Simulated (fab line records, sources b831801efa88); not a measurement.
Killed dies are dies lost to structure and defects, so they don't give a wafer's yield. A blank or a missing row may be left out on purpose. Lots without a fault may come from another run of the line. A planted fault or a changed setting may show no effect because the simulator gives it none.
fab line records | flow sky130
record lots=5 wafers=15 last_day=50
route steps=708 shown LDD_HVP@286 LDD_LDN@289 SPACER@304 POLY_CUT@307
lots that met no fault: from a run of the same line without faults
start_h: hours from the record's first day to the start of the lot's first wafer shown | wait_h: hours since the lot's step before | " the same as in the row above | L1.1+2: a row that stands for several wafers | - no value, or no start given | * or withheld: withheld | < > ~ a bound
route shown NAME@n: a module of which the file shows steps, and the number in the route of the first | usual: mean/standard deviation of fault-free wafers | same: alike in all rows | chamber/n: place in a boat | sites: the reading at each site | _std_site: their standard deviation | _edge_site: outer sites' mean less inner sites' | radius_mm: how far each site lies from the wafer's centre | mask NAME#n: copy n | behind: the tool/chamber that last shaped the wafer | hold: why the lot was held/for how many hours/how that ended | device: the transistor (n, p or np) that didn't switch | end of line: the same wafers' tests at the end of the route | a step without rows: its recipe alone | killed: dies lost to structure and defects at the first sort, not the wafer's yield | map: a wafer's dies, x killed, . not, _ none there
set.NAME: the setting as run; set.NAME@STEP: as run at that earlier step | model.NAME: the simulator's own value behind a step, which no gauge read
lots at some steps of the route; a table a step, a row a wafer
services: from which hour (start_h, from the record's first day; less than 0 if before it) a tool's chamber was out of use, for how many hours, and why
## steps
# step SKY_LDD_HVP_IMPLANT_08
# recipe species=B energy_kev=20 dose_cm2=1.7e+13 tilt_deg=17.9
# usual end_station_pressure_torr=5.06e-06/2.8e-07
# same implant_ion_amu=11
# columns lot.wafer tool chamber start_h wait_h end_station_pressure_torr
L074.2 implanter-03 0 482.68 0.0 4.78e-06
L074.3 " 0 " " 5.87e-06
L074.5 " 0 " " 4.66e-06
L080.3 implanter-02 0 547.41 0.1 4.74e-06
L080.5 " 0 " " 5.31e-06
L080.6 " 0 " " 5.31e-06
L089.2 implanter-01 0 627.08 0.0 5.5e-06
L089.4 " 0 " " 4.59e-06
L089.5 " 0 " " 5.43e-06
L094.1 implanter-01 0 681.11 0.0 5.22e-06
L094.3 " 0 " " 5.4e-06
L094.4 " 0 " " 4.82e-06
L097.2 implanter-01 0 684.63 0.0 4.95e-06
L097.4 " 0 " " 5.37e-06
L097.5 " 0 " " 4.87e-06
# step SKY_LDD_HVP_STRIP_09
# recipe chemistry=O2/N2 power_w=1400 pressure_mtorr=1500 platen_temp_c=withheld o2_flow_sccm=3000 n2_flow_sccm=300 overash_fraction=0.5
# usual drypump_motor_current_A=5.57/0.3 oes_product_au=0.408/0.0045 strip_time_to_endpoint_s=4.135/0.014
# columns lot.wafer tool chamber start_h wait_h drypump_motor_current_A oes_product_au rf_hours_counter_h strip_time_to_endpoint_s
L074.2 plasma_asher-03 0 482.80 0.1 5.85 0.408 65 4.134
L074.3 " 0 " " 5.86 0.410 - 4.117
L074.5 " 1 " " 5.74 0.405 - 4.146
L080.3 plasma_asher-03 1 547.54 0.1 5.73 0.402 - 4.146
L080.5 " 1 " " 5.80 0.405 - 4.152
L080.6 " 0 " " 5.87 0.412 - 4.134
L089.2 plasma_asher-03 1 627.20 0.1 5.77 0.401 79 4.131
L089.4 " 1 " " 5.74 0.402 - 4.145
L089.5 " 0 " " 5.82 0.414 - 4.165
L094.1 plasma_asher-04 1 681.26 0.1 5.25 0.407 26 4.107
L094.3 " 0 " " 5.57 0.413 - 4.137
L094.4 " 1 " " 5.25 0.414 - 4.126
L097.2 plasma_asher-04 1 684.76 0.1 5.27 0.404 27 4.123
L097.4 " 1 " " 5.27 0.411 - 4.138
L097.5 " 0 " " 5.55 0.409 - 4.124
# step SKY_LDD_HVP_TW_MEAS_10
# usual LDD_HVP_TW=457/5.2
# columns lot.wafer tool chamber start_h wait_h LDD_HVP_TW
L074.2 film_metro-01 - 482.91 0.1 456
L074.3 " - " " 456
L074.5 " - " " 456
L080.3 film_metro-02 - 547.63 0.1 459
L080.5 " - " " 461
L080.6 " - " " 461
L089.2 film_metro-04 - 627.31 0.1 453
L089.4 " - " " 452
L089.5 " - " " 448
L094.1 film_metro-04 - 681.36 0.1 454
L094.3 " - " " 454
L094.4 " - " " 454
L097.2 film_metro-02 - 684.87 0.1 466
L097.4 " - " " 465
L097.5 " - " " 467
# step SKY_LDD_LDN_DEHYDRATE_00
# recipe temp_c=200 time_s=60
# usual chill_plate_temp_C=23.00/0.11
# columns lot.wafer tool chamber start_h wait_h chill_plate_temp_C
L074.2 litho_track-02 0 498.06 15.1 23.02
L074.3 " 0 " " 22.97
L074.5 " 0 " " 23.12
L080.3 litho_track-02 0 561.79 14.1 23.12
L080.5 " 0 " " 23.00
L080.6 " 0 " " 23.16
L089.2 litho_track-04 0 641.11 13.8 23.13
L089.4 " 0 " " 23.01
L089.5 " 0 " " 23.02
L094.1 litho_track-02 0 695.29 13.9 22.97
L094.3 " 0 " " 22.94
L094.4 " 0 " " 22.98
L097.2 litho_track-01 0 697.89 13.0 22.77
L097.4 " 0 " " 22.86
L097.5 " 0 " " 23.00
# step SKY_LDD_LDN_HMDS_01
# recipe prime_time_s=60 prime_temp_c=120
# usual chill_plate_temp_C=23.02/0.11
# columns lot.wafer tool chamber start_h wait_h chill_plate_temp_C
L074.2 litho_track-02 0 498.21 0.1 22.85
L074.3 " 0 " " 22.77
L074.5 " 0 " " 23.08
L080.3 litho_track-02 0 561.94 0.1 23.28
L080.5 " 0 " " 23.11
L080.6 " 0 " " 23.25
L089.2 litho_track-04 0 641.26 0.1 23.15
L089.4 " 0 " " 23.17
L089.5 " 0 " " 23.21
L094.1 litho_track-02 0 695.44 0.1 23.22
L094.3 " 0 " " 23.00
L094.4 " 0 " " 23.07
L097.2 litho_track-01 0 698.04 0.1 22.92
L097.4 " 0 " " 22.89
L097.5 " 0 " " 22.90
# step SKY_LDD_LDN_COAT_02
# recipe resist=NOVOLAK spin_rpm=3000 resist_thk_nm=1140
# usual chill_plate_temp_C=23.02/0.086 spin_speed_rpm=2999.9/2.1
# columns lot.wafer tool chamber start_h wait_h chill_plate_temp_C spin_speed_rpm
L074.2 litho_track-02 0 498.36 0.1 23.16 3001.3
L074.3 " 0 " " 22.96 3000.9
L074.5 " 0 " " 23.04 2998.3
L080.3 litho_track-02 0 562.09 0.1 22.83 3004.0
L080.5 " 0 " " 22.99 3001.2
L080.6 " 0 " " 23.02 3000.1
L089.2 litho_track-04 0 641.41 0.1 22.90 3001.6
L089.4 " 0 " " 22.86 2997.4
L089.5 " 0 " " 22.99 3001.8
L094.1 litho_track-02 0 695.59 0.1 22.94 3000.1
L094.3 " 0 " " 22.94 3001.3
L094.4 " 0 " " 22.96 3001.3
L097.2 litho_track-01 0 698.19 0.1 22.88 2998.1
L097.4 " 0 " " 23.17 2996.8
L097.5 " 0 " " 22.87 3001.6
# step SKY_LDD_LDN_SOFTBAKE_03
# recipe temp_c=90 time_s=60 resist=NOVOLAK
# usual chill_plate_temp_C=23.01/0.094
# columns lot.wafer tool chamber start_h wait_h chill_plate_temp_C
L074.2 litho_track-02 0 498.51 0.1 22.90
L074.3 " 0 " " 22.78
L074.5 " 0 " " 22.80
L080.3 litho_track-02 0 562.24 0.1 22.94
L080.5 " 0 " " 22.96
L080.6 " 0 " " 22.93
L089.2 litho_track-04 0 641.56 0.1 23.00
L089.4 " 0 " " 23.05
L089.5 " 0 " " 23.05
L094.1 litho_track-02 0 695.74 0.1 22.91
L094.3 " 0 " " 23.11
L094.4 " 0 " " 23.08
L097.2 litho_track-01 0 698.34 0.1 23.03
L097.4 " 0 " " 22.97
L097.5 " 0 " " 22.90
# step SKY_LDD_LDN_EXPOSE_04
# recipe mask_id=LDNTM na=0.6 source_shape=conventional sigma_outer=0.6 polarization=unpolarized target_cd_nm=700 dose_mj=140
# usual stage_vel_mm_s=499.97/0.21
# same sigma_outer=0.6
# columns lot.wafer tool chamber start_h wait_h mask stage_vel_mm_s
L074.2 iline_stepper-01 0 - - LDNTM#0 500.42
L074.3 " 0 " " LDNTM#0 500.21
L074.5 " 0 " " LDNTM#0 500.22
L080.3 iline_stepper-01 0 - - LDNTM#0 499.87
L080.5 " 0 " " LDNTM#0 500.06
L080.6 " 0 " " LDNTM#0 500.03
L089.2 iline_stepper-01 0 - - LDNTM#0 499.49
L089.4 " 0 " " LDNTM#0 499.77
L089.5 " 0 " " LDNTM#0 499.62
L094.1 iline_stepper-02 0 - - LDNTM#0 500.03
L094.3 " 0 " " LDNTM#0 499.63
L094.4 " 0 " " LDNTM#0 499.60
L097.2 iline_stepper-01 0 - - LDNTM#0 499.59
L097.4 " 0 " " LDNTM#0 499.79
L097.5 " 0 " " LDNTM#0 500.02
# step SKY_LDD_LDN_PEB_05
# recipe temp_c=withheld time_s=* resist=NOVOLAK
# usual chill_plate_temp_C=*
# columns lot.wafer tool chamber start_h wait_h chill_plate_temp_C
L074.2 litho_track-04 0 - - *
L074.3 " 0 " " *
L074.5 " 0 " " *
L080.3 litho_track-04 0 - - *
L080.5 " 0 " " *
L080.6 " 0 " " *
L089.2 litho_track-01 0 - - *
L089.4 " 0 " " *
L089.5 " 0 " " *
L094.1 litho_track-04 0 - - *
L094.3 " 0 " " *
L094.4 " 0 " " *
L097.2 litho_track-01 0 - - *
L097.4 " 0 " " *
L097.5 " 0 " " *
# step SKY_LDD_LDN_DEVELOP_06
# recipe resist=NOVOLAK developer=TMAH develop_time_s=60 dev_temp_c=23
# usual chill_plate_temp_C=22.99/0.1
# columns lot.wafer tool chamber start_h wait_h chill_plate_temp_C
L074.2 litho_track-04 0 513.91 0.1 22.96
L074.3 " 0 " " 22.91
L074.5 " 0 " " 22.95
L080.3 litho_track-04 0 577.08 0.1 23.10
L080.5 " 0 " " 23.16
L080.6 " 0 " " 23.01
L089.2 litho_track-01 0 655.04 0.1 23.02
L089.4 " 0 " " 23.24
L089.5 " 0 " " 22.94
L094.1 litho_track-04 0 707.78 0.1 23.06
L094.3 " 0 " " 22.94
L094.4 " 0 " " 22.96
L097.2 litho_track-01 0 710.39 0.1 22.83
L097.4 " 0 " " 22.78
L097.5 " 0 " " 22.91
# step SKY_LDD_LDN_OVL_MEAS_07
# usual LDD_LDN_OVL=0.5/1.4
# columns lot.wafer tool chamber start_h wait_h LDD_LDN_OVL[nm]
L074.2 overlay-02 - 514.04 0.1 0.9
L074.3 " - " " -0.4
L074.5 " - " " -1.4
L080.3 overlay-01 - 577.19 0.1 -0.7
L080.5 " - " " -0.7
L080.6 " - " " -0.2
L089.2 overlay-01 - 655.17 0.1 -2.8
L089.4 " - " " 0.6
L089.5 " - " " 0.8
L094.1 overlay-02 - 707.93 0.1 1.3
L094.3 " - " " -0.1
L094.4 " - " " -0.5
L097.2 overlay-01 - 710.52 0.1 1.4
L097.4 " - " " 0.9
L097.5 " - " " 1.2
# step SKY_LDD_LDN_IMPLANT_08
# recipe species=As energy_kev=15 dose_cm2=1.25e+13 tilt_deg=withheld rotation_deg=23
# usual end_station_pressure_torr=5.06e-06/2.9e-07
# same implant_ion_amu=75
# columns lot.wafer tool chamber start_h wait_h end_station_pressure_torr
L074.2 implanter-04 0 514.09 0.0 5.13e-06
L074.3 " 0 " " 4.89e-06
L074.5 " 0 " " 5.2e-06
L080.3 implanter-03 0 577.27 0.1 5.14e-06
L080.5 " 0 " " 5.15e-06
L080.6 " 0 " " 5.19e-06
L089.2 implanter-03 0 655.23 0.0 5.18e-06
L089.4 " 0 " " 4.82e-06
L089.5 " 0 " " 4.98e-06
L094.1 implanter-04 0 707.97 0.0 5e-06
L094.3 " 0 " " 5e-06
L094.4 " 0 " " 4.94e-06
L097.2 implanter-03 0 710.58 0.0 5.21e-06
L097.4 " 0 " " 4.97e-06
L097.5 " 0 " " 4.95e-06
# step SKY_LDD_LDN_IMPLANT_09
# recipe species=As energy_kev=15 dose_cm2=1.25e+13 tilt_deg=withheld rotation_deg=113
# usual end_station_pressure_torr=5.05e-06/2.7e-07
# same implant_ion_amu=75
# columns lot.wafer tool chamber start_h wait_h end_station_pressure_torr
L074.2 implanter-04 0 514.24 0.1 5.48e-06
L074.3 " 0 " " 5.54e-06
L074.5 " 0 " " 4.99e-06
L080.3 implanter-03 0 577.42 0.1 5.33e-06
L080.5 " 0 " " 5.15e-06
L080.6 " 0 " " 5.1e-06
L089.2 implanter-03 0 655.38 0.1 4.82e-06
L089.4 " 0 " " 5.04e-06
L089.5 " 0 " " 4.93e-06
L094.1 implanter-04 0 708.12 0.1 4.76e-06
L094.3 " 0 " " 5.08e-06
L094.4 " 0 " " 5.05e-06
L097.2 implanter-03 0 710.73 0.1 4.43e-06
L097.4 " 0 " " 5.43e-06
L097.5 " 0 " " 4.72e-06
# step SKY_LDD_LDN_IMPLANT_10
# recipe species=As energy_kev=15.08 dose_cm2=1.25e+13 tilt_deg=withheld rotation_deg=203
# usual end_station_pressure_torr=5.05e-06/2.9e-07
# same implant_ion_amu=75
# columns lot.wafer tool chamber start_h wait_h end_station_pressure_torr
L074.2 implanter-04 0 514.39 0.1 4.92e-06
L074.3 " 0 " " 5.35e-06
L074.5 " 0 " " 5.2e-06
L080.3 implanter-03 0 577.57 0.1 4.94e-06
L080.5 " 0 " " 5.1e-06
L080.6 " 0 " " 4.83e-06
L089.2 implanter-03 0 655.53 0.1 5e-06
L089.4 " 0 " " 5.26e-06
L089.5 " 0 " " 5.14e-06
L094.1 implanter-04 0 708.27 0.1 4.9e-06
L094.3 " 0 " " 5.08e-06
L094.4 " 0 " " 4.97e-06
L097.2 implanter-03 0 710.88 0.1 5.35e-06
L097.4 " 0 " " 5.05e-06
L097.5 " 0 " " 5e-06
# step SKY_LDD_LDN_IMPLANT_11
# recipe species=As energy_kev=15 dose_cm2=1.25e+13 tilt_deg=withheld rotation_deg=293
# usual end_station_pressure_torr=5.06e-06/2.9e-07
# same implant_ion_amu=75
# columns lot.wafer tool chamber start_h wait_h end_station_pressure_torr
L074.2 implanter-04 0 514.54 0.1 5.2e-06
L074.3 " 0 " " 4.97e-06
L074.5 " 0 " " 5.1e-06
L080.3 implanter-03 0 577.72 0.1 5.18e-06
L080.5 " 0 " " 4.9e-06
L080.6 " 0 " " 4.81e-06
L089.2 implanter-03 0 655.68 0.1 4.94e-06
L089.4 " 0 " " 5.45e-06
L089.5 " 0 " " 5.29e-06
L094.1 implanter-04 0 708.42 0.1 4.86e-06
L094.3 " 0 " " 4.79e-06
L094.4 " 0 " " 5.54e-06
L097.2 implanter-03 0 711.03 0.1 4.91e-06
L097.4 " 0 " " 5.18e-06
L097.5 " 0 " " 5.05e-06
# step SKY_LDD_LDN_STRIP_12
# recipe chemistry=O2/N2 power_w=1400 pressure_mtorr=1500 platen_temp_c=withheld o2_flow_sccm=3000 n2_flow_sccm=300 overash_fraction=0.5
# usual drypump_motor_current_A=5.7/0.39 oes_product_au=0.716/0.0045 strip_time_to_endpoint_s=14.19/0.043
# columns lot.wafer tool chamber start_h wait_h drypump_motor_current_A oes_product_au rf_hours_counter_h strip_time_to_endpoint_s
L074.2 plasma_asher-02 0 514.67 0.1 6.0 0.722 39 14.18
L074.3 " 1 " " 6.0 0.716 - 14.15
L074.5 " 1 " " 6.0 0.713 - 14.17
L080.3 plasma_asher-01 0 577.85 0.1 5.6 0.721 - 14.18
L080.5 " 1 " " 4.9 0.713 - 14.16
L080.6 " 0 " " 5.6 0.710 - 14.14
L089.2 plasma_asher-04 1 655.80 0.1 5.3 0.722 22 14.26
L089.4 " 1 " " 5.3 0.720 - 14.27
L089.5 " 1 " " 5.3 0.723 - 14.28
L094.1 plasma_asher-04 1 708.57 0.1 5.3 0.718 29 14.15
L094.3 " 0 " " 5.6 0.715 - 14.12
L094.4 " 1 " " 5.3 0.721 - 14.16
L097.2 plasma_asher-04 1 711.15 0.1 5.3 0.715 29 14.26
L097.4 " 0 " " 5.5 0.722 - 14.28
L097.5 " 1 " " 5.3 0.714 - 14.28
# step SKY_LDD_LDN_TW_MEAS_13
# usual LDD_LDN_TW=1481/21
# columns lot.wafer tool chamber start_h wait_h LDD_LDN_TW
L074.2 film_metro-03 - 514.78 0.1 1463
L074.3 " - " " 1464
L074.5 " - " " 1471
L080.3 film_metro-02 - 577.94 0.1 1505
L080.5 " - " " 1501
L080.6 " - " " 1502
L089.2 film_metro-03 - 655.91 0.1 1463
L089.4 " - " " 1462
L089.5 " - " " 1454
L094.1 film_metro-02 - 708.67 0.1 1510
L094.3 " - " " 1502
L094.4 " - " " 1504
L097.2 film_metro-02 - 711.26 0.1 1504
L097.4 " - " " 1502
L097.5 " - " " 1503
# step SKY_LDD_LDN_CLEAN_14
# recipe chemistry=SC1/SC2 mix=1:4:20 temp_c=70 time_s=150 dry=n2_spin
# columns lot.wafer tool chamber start_h wait_h
L074.2+3+5 wet_bench-01 0 514.83 0.0
L080.3+5+6 wet_bench-04 3 577.98 0.0
L089.2+4+5 wet_bench-01 0 655.96 0.0
L094.1+3+4 wet_bench-04 2 708.73 0.1
L097.2+4+5 wet_bench-01 1 711.31 0.0
# step SKY_SPACER_CVD_00
# recipe material=Si3N4 precursor=DCS/NH3 target_thk_nm=43.1 temp_c=770 time_s=740 pressure_mtorr=250
# columns lot.wafer tool chamber start_h wait_h
L074.2+3+5 lpcvd-02 0 514.88 0.0
L080.3+5+6 lpcvd-02 1 578.75 0.7
L089.2+4+5 lpcvd-02 0 656.43 0.4
L094.1+3+4 lpcvd-02 1 708.89 0.1
L097.2+4+5 lpcvd-02 0 711.36 0.0
# step SKY_SPACER_THK_MEAS_01
# recipe reads=Si3N4_of_SPACER_CVD_00
# usual SPACER_CVD_00_THK=42.9/0.44
# columns lot.wafer tool chamber start_h wait_h SPACER_CVD_00_THK[nm]
L074.2 film_metro-01 - 516.09 0.0 42.9
L074.3 " - " " 42.9
L074.5 " - " " 42.7
L080.3 film_metro-01 - 579.98 0.0 42.8
L080.5 " - " " 43.1
L080.6 " - " " 42.8
L089.2 film_metro-04 - 658.25 0.0 42.9
L089.4 " - " " 42.6
L089.5 " - " " 42.9
L094.1 film_metro-04 - 710.09 0.0 42.8
L094.3 " - " " 42.7
L094.4 " - " " 42.5
L097.2 film_metro-01 - 712.58 0.0 43.0
L097.4 " - " " 43.0
L097.5 " - " " 43.1
# step SKY_SPACER_ETCHBACK_02
# recipe chemistry=CH3F/O2 target=Si3N4 stop_on=SiO2 source_w=400 bias_w=80 pressure_mtorr=25 ch3f_flow_sccm=40 O2_flow_sccm=30 time_s=46.7 target_depth_a=450
# usual drypump_motor_current_A=5.71/0.23 oes_product_au=0.852/0.0068 throttle_valve_pct=10.562/0.0095
# columns lot.wafer tool chamber start_h wait_h drypump_motor_current_A oes_product_au rf_hours_counter_h throttle_valve_pct
L074.2 rie_diel-03 2 516.14 0.0 5.43 0.850 10 10.559
L074.3 " 3 " " 5.92 0.853 3 10.570
L074.5 " 0 " " 5.65 0.845 - 10.559
L080.3 rie_diel-04 2 580.02 0.0 5.58 0.851 4 10.550
L080.5 " 3 " " 5.80 0.864 - 10.561
L080.6 " 2 " " 5.59 0.844 - 10.577
L089.2 rie_diel-04 2 658.30 0.0 5.58 0.858 6 10.565
L089.4 " 1 " " 5.47 0.846 8 10.568
L089.5 " 1 " " 5.47 0.852 - 10.552
L094.1 rie_diel-04 0 710.15 0.1 5.98 0.856 12 10.558
L094.3 " 2 " " 5.59 0.851 7 10.542
L094.4 " 3 " " 5.80 0.858 21 10.560
L097.2 rie_diel-04 3 712.63 0.0 5.80 0.853 21 10.566
L097.4 " 2 " " 5.57 0.850 - 10.553
L097.5 " 3 " " 5.80 0.859 - 10.557
# step SKY_POLY_CUT_DEHYDRATE_00
# recipe temp_c=200 time_s=60
# usual chill_plate_temp_C=22.99/0.091
# columns lot.wafer tool chamber start_h wait_h chill_plate_temp_C
L074.2 litho_track-03 0 530.70 14.5 23.06
L074.3 " 0 " " 22.90
L074.5 " 0 " " 23.00
L080.3 litho_track-01 0 593.61 13.6 23.10
L080.5 " 0 " " 23.01
L080.6 " 0 " " 23.10
L089.2 litho_track-02 0 671.91 13.6 22.88
L089.4 " 0 " " 22.87
L089.5 " 0 " " 22.95
L094.1 litho_track-02 0 724.09 13.9 22.86
L094.3 " 0 " " 22.97
L094.4 " 0 " " 22.96
L097.2 litho_track-01 0 726.44 13.8 23.01
L097.4 " 0 " " 22.95
L097.5 " 0 " " 23.09
# step SKY_POLY_CUT_HMDS_01
# recipe prime_time_s=60 prime_temp_c=120
# usual chill_plate_temp_C=23.02/0.1
# columns lot.wafer tool chamber start_h wait_h chill_plate_temp_C
L074.2 litho_track-03 0 530.85 0.1 22.78
L074.3 " 0 " " 22.91
L074.5 " 0 " " 22.77
L080.3 litho_track-01 0 593.76 0.1 23.10
L080.5 " 0 " " 23.06
L080.6 " 0 " " 22.92
L089.2 litho_track-02 0 672.06 0.1 23.18
L089.4 " 0 " " 22.87
L089.5 " 0 " " 23.02
L094.1 litho_track-02 0 724.24 0.1 23.01
L094.3 " 0 " " 23.05
L094.4 " 0 " " 23.11
L097.2 litho_track-01 0 726.59 0.1 22.90
L097.4 " 0 " " 23.06
L097.5 " 0 " " 23.17
# step SKY_POLY_CUT_COAT_02
# recipe resist=BARC temp_c=withheld time_s=withheld spin_rpm=3000 resist_thk_nm=60
# usual chill_plate_temp_C=* spin_speed_rpm=2999.5/1.9
# columns lot.wafer tool chamber start_h wait_h chill_plate_temp_C spin_speed_rpm
L074.2 litho_track-03 0 531.00 0.1 * 2999.3
L074.3 " 0 " " * 3002.9
L074.5 " 0 " " * 3001.3
L080.3 litho_track-01 0 593.91 0.1 * 2997.1
L080.5 " 0 " " * 2995.9
L080.6 " 0 " " * 2995.1
L089.2 litho_track-02 0 672.21 0.1 * 2996.2
L089.4 " 0 " " * 3000.3
L089.5 " 0 " " * 2998.9
L094.1 litho_track-02 0 724.39 0.1 * 2999.7
L094.3 " 0 " " * 2999.5
L094.4 " 0 " " * 2999.4
L097.2 litho_track-01 0 726.74 0.1 * 2999.4
L097.4 " 0 " " * 2998.8
L097.5 " 0 " " * 3000.3
# step SKY_POLY_CUT_COAT_03
# recipe resist=KrF-thick spin_rpm=3000 resist_thk_nm=450
# usual chill_plate_temp_C=22.99/0.1 spin_speed_rpm=2999.6/2.1
# columns lot.wafer tool chamber start_h wait_h chill_plate_temp_C spin_speed_rpm
L074.2 litho_track-03 0 - - 23.11 2997.1
L074.3 " 0 " " 23.02 3000.0
L074.5 " 0 " " 22.95 2997.9
L080.3 litho_track-01 0 - - 22.84 3002.7
L080.5 " 0 " " 22.98 2998.3
L080.6 " 0 " " 22.99 2998.5
L089.2 litho_track-02 0 - - 22.94 2999.1
L089.4 " 0 " " 23.12 2997.8
L089.5 " 0 " " 22.99 2998.0
L094.1 litho_track-02 0 - - 22.90 3003.0
L094.3 " 0 " " 22.76 3002.3
L094.4 " 0 " " 22.92 3004.5
L097.2 litho_track-01 0 - - 22.82 3001.2
L097.4 " 0 " " 23.13 2998.1
L097.5 " 0 " " 23.01 3001.2
# step SKY_POLY_CUT_SOFTBAKE_04
# recipe temp_c=100 time_s=90 resist=KrF-thick
# usual chill_plate_temp_C=23.01/0.098
# columns lot.wafer tool chamber start_h wait_h chill_plate_temp_C
L074.2 litho_track-03 0 - - 23.17
L074.3 " 0 " " 22.98
L074.5 " 0 " " 23.12
L080.3 litho_track-01 0 - - 22.98
L080.5 " 0 " " 22.88
L080.6 " 0 " " 22.98
L089.2 litho_track-02 0 - - 23.08
L089.4 " 0 " " 23.08
L089.5 " 0 " " 22.97
L094.1 litho_track-02 0 - - 23.10
L094.3 " 0 " " 22.90
L094.4 " 0 " " 23.05
L097.2 litho_track-01 0 - - 22.93
L097.4 " 0 " " 22.94
L097.5 " 0 " " 22.92
# step SKY_POLY_CUT_EXPOSE_05
# recipe mask_id=NPCM na=0.8 source_shape=annular sigma_inner=0.55 sigma_outer=0.85 target_cd_nm=270 dose_mj=32
# usual stage_vel_mm_s=500.06/0.29
# same sigma_outer=0.85
# columns lot.wafer tool chamber start_h wait_h mask stage_vel_mm_s
L074.2 krf_scanner-02 0 - - NPCM#0 500.31
L074.3 " 0 " " NPCM#0 500.06
L074.5 " 0 " " NPCM#0 500.22
L080.3 krf_scanner-01 0 - - NPCM#0 499.86
L080.5 " 0 " " NPCM#0 500.21
L080.6 " 0 " " NPCM#0 500.28
L089.2 krf_scanner-01 0 - - NPCM#0 499.88
L089.4 " 0 " " NPCM#0 499.81
L089.5 " 0 " " NPCM#0 499.91
L094.1 krf_scanner-01 0 - - NPCM#0 500.51
L094.3 " 0 " " NPCM#0 500.40
L094.4 " 0 " " NPCM#0 500.57
L097.2 krf_scanner-01 0 - - NPCM#0 499.78
L097.4 " 0 " " NPCM#0 500.18
L097.5 " 0 " " NPCM#0 499.88
# step SKY_POLY_CUT_PEB_06
# recipe peb_temp_c=withheld peb_time_s=withheld resist=KrF-thick
# usual chill_plate_temp_C=*
# columns lot.wafer tool chamber start_h wait_h chill_plate_temp_C
L074.2 litho_track-02 0 - - *
L074.3 " 0 " " *
L074.5 " 0 " " *
L080.3 litho_track-01 0 - - *
L080.5 " 0 " " *
L080.6 " 0 " " *
L089.2 litho_track-01 0 - - *
L089.4 " 0 " " *
L089.5 " 0 " " *
L094.1 litho_track-02 0 - - *
L094.3 " 0 " " *
L094.4 " 0 " " *
L097.2 litho_track-01 0 - - *
L097.4 " 0 " " *
L097.5 " 0 " " *
# step SKY_POLY_CUT_DEVELOP_07
# recipe develop_time_s=60 resist=KrF-thick dev_temp_c=21
# usual chill_plate_temp_C=23.00/0.093
# columns lot.wafer tool chamber start_h wait_h chill_plate_temp_C
L074.2 litho_track-02 0 - - 22.93
L074.3 " 0 " " 22.99
L074.5 " 0 " " 22.96
L080.3 litho_track-01 0 - - 22.91
L080.5 " 0 " " 22.97
L080.6 " 0 " " 23.00
L089.2 litho_track-01 0 - - 22.86
L089.4 " 0 " " 22.91
L089.5 " 0 " " 22.92
L094.1 litho_track-02 0 - - 23.01
L094.3 " 0 " " 22.92
L094.4 " 0 " " 22.89
L097.2 litho_track-01 0 - - 23.03
L097.4 " 0 " " 22.91
L097.5 " 0 " " 23.10
# step SKY_POLY_CUT_CD_MEAS_08
# recipe target_cd_nm=270
# usual cd_nm=270.2/1.3
# columns lot.wafer tool chamber start_h wait_h cd_nm
L074.2 cd_sem-02 - 547.31 - 268.3
L074.3 " - " " 269.7
L074.5 " - " " 268.6
L080.3 cd_sem-02 - 609.25 - 269.1
L080.5 " - " " 268.8
L080.6 " - " " 269.2
L089.2 cd_sem-01 - 686.43 - 269.5
L089.4 " - " " 269.6
L089.5 " - " " 271.7
L094.1 cd_sem-01 - 737.74 - 268.3
L094.3 " - " " 269.7
L094.4 " - " " 269.7
L097.2 cd_sem-02 - 739.98 - 268.2
L097.4 " - " " 268.9
L097.5 " - " " 267.8
# step SKY_POLY_CUT_OVL_MEAS_09
# usual POLY_CUT_OVL=-4/5.3
# columns lot.wafer tool chamber start_h wait_h POLY_CUT_OVL[nm]
L074.2 overlay-01 - 547.41 0.1 -8
L074.3 " - " " -14
L074.5 " - " " -19
L080.3 overlay-02 - 609.35 0.1 0
L080.5 " - " " 0
L080.6 " - " " -1
L089.2 overlay-01 - 686.54 0.1 0
L089.4 " - " " -11
L089.5 " - " " 1
L094.1 overlay-01 - 737.86 0.1 5
L094.3 " - " " -4
L094.4 " - " " -2
L097.2 overlay-01 - 740.09 0.1 -2
L097.4 " - " " -9
L097.5 " - " " -1
# step SKY_POLY_CUT_ETCH_10
# recipe chemistry=N2/H2 target=BARC ion_energy_ev=200 source_w=500 bias_w=100 pressure_mtorr=30 n2_flow_sccm=100 h2_flow_sccm=200 stop_on=SiO2 time_s=45.9 target_depth_a=600
# usual drypump_motor_current_A=5.8/0.31 oes_product_au=0.855/0.005 throttle_valve_pct=13.225/0.0092
# columns lot.wafer tool chamber start_h wait_h drypump_motor_current_A oes_product_au rf_hours_counter_h throttle_valve_pct
L074.2 rie_diel-03 2 547.44 0.0 5.4 0.861 10 13.236
L074.3 " 0 " " 5.7 0.849 2 13.222
L074.5 " 3 " " 5.9 0.849 - 13.234
L080.3 rie_diel-02 0 609.37 0.0 5.6 0.847 20 13.217
L080.5 " 1 " " 5.9 0.846 - 13.235
L080.6 " 2 " " 5.5 0.856 - 13.220
L089.2 rie_diel-02 0 686.57 0.0 5.6 0.853 21 13.231
L089.4 " 0 " " 5.6 0.856 - 13.232
L089.5 " 1 " " 5.9 0.852 - 13.219
L094.1 rie_diel-04 1 737.89 0.0 5.5 0.855 10 13.226
L094.3 " 0 " " 6.0 0.860 13 13.222
L094.4 " 0 " " 6.0 0.856 - 13.215
L097.2 rie_diel-04 1 740.12 0.0 5.5 0.856 10 13.218
L097.4 " 2 " " 5.6 0.860 8 13.213
L097.5 " 0 " " 6.0 0.852 - 13.222
## services
# columns tool chamber start_h hours kind
krf_scanner-01 - 471.85 4.4 pm
rie_diel-04 0 489.39 9.0 repair
implanter-03 - 519.81 1.3 repair
rie_diel-04 1 524.74 4.6 repair
implanter-03 - 526.37 4.8 pm
implanter-04 - 534.57 20.2 pm
implanter-03 - 535.22 10.3 repair
iline_stepper-01 - 538.37 2.1 repair
plasma_asher-04 - 548.52 2.8 pm
krf_scanner-01 - 548.97 4.0 pm
plasma_asher-04 - 559.69 0.7 repair
implanter-04 - 560.26 3.0 repair
rie_diel-04 1 566.23 2.6 repair
krf_scanner-01 - 574.31 1.0 pm
implanter-03 - 578.52 2.5 repair
implanter-03 - 581.04 8.9 pm
implanter-03 - 589.99 2.4 pm
implanter-04 - 621.77 2.0 repair
rie_diel-04 3 635.97 2.2 repair
implanter-04 - 669.06 3.8 pm
implanter-03 - 677.34 4.3 pm
lpcvd-02 - 685.67 17.2 pm
rie_diel-04 1 711.31 4.9 repair
rie_diel-04 2 733.94 4.7 repair
## key
fault none
